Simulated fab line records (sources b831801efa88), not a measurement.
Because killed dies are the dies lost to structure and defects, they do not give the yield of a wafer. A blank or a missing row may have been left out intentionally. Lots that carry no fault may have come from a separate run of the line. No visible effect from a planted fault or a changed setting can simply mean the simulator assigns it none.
Chamber matching	flow sky130	rie-diel-04 running SKY_VIA2_ETCH_14: 4 sister chambers
The step etches BARC in N2/H2, stops on SiO2, time 45.9 s, target depth 60 nm. 18 wafers are shown with their chamber, then 9 later ones without.

WAFERS PAIRED WITH THEIR CHAMBERS
wafer	chamber	throttle-valve-pct (%)	oes-product-au (a.u.)
L078.1	0	13.222	0.858
L078.4	2	13.227	0.855
L078.6	0	13.230	0.854
L081.2	2	13.222	0.857
L081.5	1	13.226	0.848
L081.6	2	13.217	0.850
L087.1	0	13.222	0.839
L087.2	1	13.224	0.855
L087.3	3	13.232	0.851
L087.4	2	13.220	0.846
L087.5	2	13.242	0.853
L087.6	1	13.216	0.858
L088.1	3	13.222	0.849
L088.3	1	13.228	0.853
L088.5	2	13.234	0.856
L089.1	2	13.232	0.849
L089.2	3	13.226	0.850
L089.3	1	13.213	0.855

SIGNATURES (averages over the wafers above)
reading	chamber 0	chamber 1	chamber 2	chamber 3	scatter within a chamber
throttle-valve-pct	13.22467	13.22140	13.22771	13.22667	0.00724
oes-product-au	0.85033	0.85380	0.85229	0.85000	0.00505
Rule: a wafer lies at a distance from a chamber equal to the root of the sum of squares, over the readings, of (its reading less the chamber's mean, divided by the reading's scatter). The wafer belongs to the nearest chamber; if the next one is less than 2 further off, it can't be placed. How the scatter is found: for the shown wafers, subtract from each reading the mean of its chamber, square and add these, divide the total by (wafers less chambers), then take the root.

WAFERS WHOSE CHAMBER IS MISSING
wafer	throttle-valve-pct (%)	oes-product-au (a.u.)
L089.4	13.225	0.854
L089.5	13.222	0.852
L089.6	13.235	0.852
L096.1	13.237	0.856
L096.2	13.236	0.857
L096.3	13.236	0.843
L096.4	13.229	0.855
L096.5	13.220	0.861
L096.6	13.221	0.853

WHICH CHAMBER EACH ONE RAN IN
wafer	from the rows above	in truth
L089.4	can't be placed: 1 or 2 or 0 or 3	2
L089.5	can't be placed: 1 or 0 or 3 or 2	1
L089.6	can't be placed: 2 or 3 or 0 or 1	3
L096.1	can't be placed: 2 or 3 or 0 or 1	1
L096.2	can't be placed: 2 or 3 or 0 or 1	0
L096.3	can't be placed: 3 or 0 or 2 or 1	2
L096.4	can't be placed: 2 or 3 or 1 or 0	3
L096.5	can't be placed: 1 or 2 or 0 or 3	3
L096.6	can't be placed: 1 or 0 or 2 or 3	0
Placed correctly: 0 of 9. Can't be placed from these rows: 9 (the true chamber is among the candidates in 9). Number placed wrongly: 0.
